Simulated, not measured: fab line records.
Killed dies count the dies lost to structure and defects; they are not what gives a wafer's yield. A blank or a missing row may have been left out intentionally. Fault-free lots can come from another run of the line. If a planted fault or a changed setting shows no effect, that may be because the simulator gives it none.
Comparing a struck lot with a sound one | flow sky130 | 14 steps out of a route of 708
Sound: wafers L403.1, L403.2, L403.4. Struck: wafers L414.3, L414.4, L414.6. The cause comes at the end.
Each step with rows lists, per side, the tool, then ch with its chambers, then its first start. Under that, the readings that differ: sound wafers | struck wafers | difference of the means | sigmas: that difference in standard deviations of wafers without a fault.
alike: readings whose means differ by less than 2 such deviations, and words and numbers that are the same on both sides. not compared: withheld readings, readings that some wafer has no value for, bounds like >300 that may hide the same value, and numbers for which the record gives no deviation and whose values overlap.
Wherever a step has rows on one side only, a row that says differs or no value, or a row with sigmas, the two part there. When numbers do not overlap yet have no deviation, they are printed without sigmas and do not part them. A reading that every wafer of one side lacks parts them only if that side has two wafers or more.

first, 8 steps without rows for these wafers: SKY_METAL4_DEHYDRATE_05 (time 60 s); SKY_METAL4_HMDS_06 (prime time 60 s); SKY_METAL4_COAT_07 (resist thk 60 nm); SKY_METAL4_COAT_08 (resist thk 1140 nm); SKY_METAL4_SOFTBAKE_09 (time 90 s); SKY_METAL4_EXPOSE_10 (exposes mask MM4, target cd 300 nm); SKY_METAL4_PEB_11; SKY_METAL4_DEVELOP_12 (develop time 60 s).
SKY_METAL4_CD_MEAS_13: the cd target is 300 nm.
  struck on cd sem-01, day 47 12:19; sound on cd sem-02, day 44 07:25
  alike: cd nm
SKY_METAL4_OVL_MEAS_14:
  struck on overlay-02, day 47 12:24; sound on overlay-01, day 44 07:32
  alike: METAL4_OVL
SKY_METAL4_DESCUM_15: chemistry O2, time 8 s.
  sound on rie metal-02 ch 0,1, day 44 07:34; struck on rie metal-02 ch 0,1, day 47 12:26
  alike: drypump motor current A, oes product au
  not compared: rf hours counter h
SKY_METAL4_ETCH_16: etches BARC in N2/H2, stops on SiO2, time 88.2 s, target depth 60 nm.
  sound on rie metal-02 ch 0,1, day 44 07:37; struck on rie metal-02 ch 0,1, day 47 12:29
  alike: bias w, chamber pressure mTorr, drypump motor current A, h2 flow sccm, n2 flow sccm, oes product au, throttle valve pct
  not compared: rf hours counter h
SKY_METAL4_ETCH_17: etches SiO2 in C4F8/O2/Ar, stops on TiN, time 3.9 s, target depth 15 nm.
  sound on rie diel-01 ch 0,1,2, day 44 07:42; struck on rie diel-03 ch 0,3, day 47 12:33
  no value came back on the struck wafers for bias w (W), chamber pressure mTorr (mTorr), oes product au (a.u.); on the sound wafers bias w (W) reads 1198 1198 1198
SKY_METAL4_METAL_ETCH_18: etches the open film in Cl2/BCl3, stops on SiO2, target depth 845 nm, time 183.1 s.
  sound on rie metal-01 ch 0,1, day 44 07:43; struck on rie metal-03 ch 0,1, day 47 12:38
  alike: bcl3 flow sccm, bias w, drypump motor current A, oes product au, throttle valve pct
  not compared: rf hours counter h

## WHERE THEY PART
Only at SKY_METAL4_ETCH_17, within this record. Later steps at which nothing parts them and some readings are alike: SKY_METAL4_METAL_ETCH_18.

WHY: whatever the simulator had introduced
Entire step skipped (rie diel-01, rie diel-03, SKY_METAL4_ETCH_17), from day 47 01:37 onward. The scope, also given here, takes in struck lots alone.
